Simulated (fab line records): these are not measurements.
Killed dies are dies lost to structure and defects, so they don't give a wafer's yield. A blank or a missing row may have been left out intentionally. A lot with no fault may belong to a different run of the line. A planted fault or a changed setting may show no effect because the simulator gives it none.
2 desks looking at one fault	flow sky130	every desk sees just its own numbers, and what lay behind them comes last

== FOR THE TOOL OWNER'S DESK: pvd-sputter-02 ==
The tool's own readings at SKY_METAL5_SPUTTER_04 (material TiN, target thk 70 nm, time 58.3 s): means of the sampled wafers that have a number, for each lot that ran on this tool. The brackets show how far a lot's mean lies from the usual mean; more than 4 standard deviations puts the lot out of limits, marked OUT.
Columns: A = cathode-dc-power-W at SKY_METAL5_SPUTTER_04, usual 6500.0 W; B = throttle-valve-pct at SKY_METAL5_SPUTTER_04, usual 30.1 %
lot	first seen here	A	B
L224	day 46 01:37	6499.9	30.3
L227	day 46 11:11	6167.9 (-99 or more) OUT	30.4
L226	day 46 12:05	6168.0 (-99 or more) OUT	29.7
L229	day 46 19:45	6167.3 (-99 or more) OUT	30.3
Finding of this desk: L226, L227, L229 out of limits; the first was L227 at day 46 11:11, on cathode-dc-power-W at SKY_METAL5_SPUTTER_04. In limits: L224.

== METROLOGY DESK ==
What the gauges read for every lot (on any tool): the sampled wafers with a number, averaged. The brackets show how far a lot's mean lies from the usual mean; more than 4 standard deviations puts the lot out of limits, marked OUT.
Columns: A = VIA4_W_RS at SKY_VIA4_RS_MEAS_19, usual 0.2260 ohm/sq; B = VIA4_W_THK at SKY_VIA4_THK_MEAS_20, usual 494 nm; C = METAL5_ALCU_RS at SKY_METAL5_RS_MEAS_05, usual 0.0270 ohm/sq; D = METAL5_ALCU_THK at SKY_METAL5_THK_MEAS_06, usual 1148 nm
lot	first seen here	A	B	C	D
L222	day 45 00:49	0.2260	496	0.0266	1168
L224	day 46 00:43	0.2268	491	0.0270	1148
L227	day 46 08:56	0.2253	501	0.0271	1152
L226	day 46 10:55	0.2264	492	0.0270	1156
L228	day 46 14:02	0.2227	497	0.0271	1144
L229	day 46 19:11	0.2246	504	0.0269	1165
L232	day 47 16:07	0.2261	494	0.0267	1161
This desk's verdict: no lot among the 7 shows anything out of limits.

== ALL TOGETHER ==
An alarm could have come from the tool owner's desk at day 46 11:11, on L226, L227, L229.
Nothing out of limits was seen by the metrology desk.
The metrology desk has L226, L227, L229 on record, within its limits.
Of the lots named, all ran SKY_METAL5_SPUTTER_04 on pvd-sputter-02.

== WHAT HAD BEEN PUT IN BY THE SIMULATOR ==
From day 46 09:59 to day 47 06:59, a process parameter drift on pvd-sputter-02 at SKY_METAL5_SPUTTER_04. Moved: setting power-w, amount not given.
Shown lots that were struck: L226, L227, L229.
Time in hours from fault onset to the first out-of-limits reading at each desk: the tool owner's desk, 1.
